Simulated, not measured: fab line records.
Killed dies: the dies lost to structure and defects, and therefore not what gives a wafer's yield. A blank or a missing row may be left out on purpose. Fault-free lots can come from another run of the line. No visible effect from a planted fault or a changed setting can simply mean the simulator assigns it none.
Matching of chambers -- flow sky130 -- SKY_VIA1_CMP_02 on cmp-02: 4 sister chambers
The step polishes SiO2. 4 wafers are shown with their chamber, then 8 later ones without.

## EACH WAFER AND ITS CHAMBER
wafer,chamber,motorCurrentA (A)
L973.3,1,12.1
L973.5,2,12.9
L973.6,3,11.3
L974.1,0,11.1

## WAFERS WITHOUT THEIR CHAMBER
wafer,motorCurrentA (A)
L974.2,13.0
L974.3,12.3
L980.1,11.5
L980.4,13.7
L980.6,11.4
L982.3,11.6
L982.4,13.0
L982.5,14.0

## CHAMBER TAKEN BY EACH
wafer,from the rows above,in truth
L974.2,can't be placed: 2 or 1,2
L974.3,can't be placed: 1 or 2 or 3 or 0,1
L980.1,can't be placed: 3 or 0 or 1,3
L980.4,can't be placed: 2 or 1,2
L980.6,can't be placed: 3 or 0 or 1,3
L982.3,can't be placed: 3 or 0 or 1 or 2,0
L982.4,can't be placed: 2 or 1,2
L982.5,can't be placed: 2 or 1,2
Correct placement for 0 of the 8. These rows do not allow placing 8 (true chamber among the candidates in 8). Wrongly placed: 0.
How it was worked out, from the rows above alone: a wafer's distance from a chamber is the root of the sum, over the readings, of the square of ((its reading less the chamber's mean) divided by the reading's scatter). If the next closest chamber is less than 2 further off than the closest, the wafer can't be placed; otherwise it belongs to the closest. The mean given for a chamber averages the wafers shown for that chamber. The scatter: with one shown wafer a chamber, the root of the mean of the squares of how far each hidden wafer lies from its nearest shown one.
